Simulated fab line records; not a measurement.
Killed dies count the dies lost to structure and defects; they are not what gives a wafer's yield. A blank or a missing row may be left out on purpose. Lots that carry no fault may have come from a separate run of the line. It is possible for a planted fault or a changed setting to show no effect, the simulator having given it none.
Struck lot and sound lot, side by side | flow sky130 | 16 out of 708 route steps
Sound: the wafers L111.2, L111.3, L111.5. Struck: wafer L999.3; the same lot's L999.1 was not struck, so it is left out; see the end for the cause.
Per side, at each step with rows, come the tool, then ch with its chambers, and then its first start. Under that, the readings that differ: sound wafers | struck wafers | difference of the means | sigmas: that difference in standard deviations of wafers without a fault.
alike: same words and numbers on both sides, and readings whose means sit less than 2 such deviations apart. not compared: any withheld reading, any reading some wafer has no value for, any bound like >300 that may hide the same value, and any number with overlapping values for which the record gives no deviation.
A row with sigmas, a row that says differs or no value, or rows on one side alone: a step with any of these is where the two part. When numbers do not overlap yet have no deviation, they are printed without sigmas and do not part them. A reading that every wafer of one side lacks parts them only if that side has two wafers or more.

first, 2 steps without rows for these wafers: SKY_VT_ADJUST_PCH_PEB_05; SKY_VT_ADJUST_PCH_DEVELOP_06 (develop time 60 s).
SKY_VT_ADJUST_PCH_OVL_MEAS_07:
  sound on overlay-02, day 16 18:55; struck on overlay-02, day 12 13:02
  alike: VT_ADJUST_PCH_OVL
after that, 1 step had no rows for these wafers: SKY_VT_ADJUST_PCH_IMPLANT_08.
SKY_VT_ADJUST_PCH_STRIP_09: strips in O2/N2.
  sound on plasma_asher-01 ch 0,1, day 16 19:05; struck on plasma_asher-02 ch 1, day 12 13:14
  alike: drypump_motor_current_A, oes_product_au, strip_time_to_endpoint_s
  not compared: rf_hours_counter_h
SKY_VT_ADJUST_PCH_TW_MEAS_10:
  sound on film_metro-02, day 16 19:12; struck on film_metro-03, day 12 13:20
  alike: VT_ADJUST_PCH_TW
then, 6 steps without rows for these wafers: SKY_SONOS_TUNNEL_DEHYDRATE_00 (time 60 s); SKY_SONOS_TUNNEL_HMDS_01 (prime time 60 s); SKY_SONOS_TUNNEL_COAT_02 (resist thk 1140 nm); SKY_SONOS_TUNNEL_SOFTBAKE_03 (time 60 s); SKY_SONOS_TUNNEL_EXPOSE_04 (exposes mask TUNM, target cd 410 nm); SKY_SONOS_TUNNEL_PEB_05.
SKY_SONOS_TUNNEL_DEVELOP_06: develop time 60 s.
  sound on litho_track-03 ch 0, day 17 23:52; struck on litho_track-03 ch 0, day 13 11:05
SKY_SONOS_TUNNEL_CD_MEAS_07 targets a cd of 410 nm.
  sound on cd_sem-02, day 18 00:00; struck on cd_sem-02, day 13 11:14
  reading    | sound             | struck | difference | sigmas
  cd_nm (nm) | 414.3 413.8 414.6 | 303.4  | -110.8     | -50
SKY_SONOS_TUNNEL_OVL_MEAS_08:
  sound on overlay-02, day 18 00:07; struck on overlay-02, day 13 11:21
  reading               | sound          | struck | difference | sigmas
  SONOS_TUNNEL_OVL (nm) | -3.8 -2.0 -3.9 | -0.2   | +3.0       | +2
-- here the record skips 34 days between the struck wafers' starts before and after, leaving off in module SONOS_TUNNEL and picking up in module PAD_OPEN (first step shown: number 708 of the route) --
SKY_PAD_OPEN_PROBE_99:
  sound on prober-01, day 50 11:17; struck on prober-01, day 47 15:34
  reading                              | sound                   | struck  | difference | sigmas
  model.etest.sonos_uncharged.vt_v (V) | -0.4288 -0.4297 -0.4545 | -0.4732 | -0.0355    |
  alike: killed_at_M0_to_M3, killed_at_M4_up, killed_at_contacts, killed_at_front_end, killed_at_other, killed_dies, killed_on_rim, killed_open, killed_short

## WHERE THEY PART
Earliest at SKY_SONOS_TUNNEL_CD_MEAS_07; latest, in this record, at SKY_SONOS_TUNNEL_OVL_MEAS_08. Later steps at which nothing parts them and some readings are alike: SKY_PAD_OPEN_PROBE_99.

WHY: whatever the simulator had introduced
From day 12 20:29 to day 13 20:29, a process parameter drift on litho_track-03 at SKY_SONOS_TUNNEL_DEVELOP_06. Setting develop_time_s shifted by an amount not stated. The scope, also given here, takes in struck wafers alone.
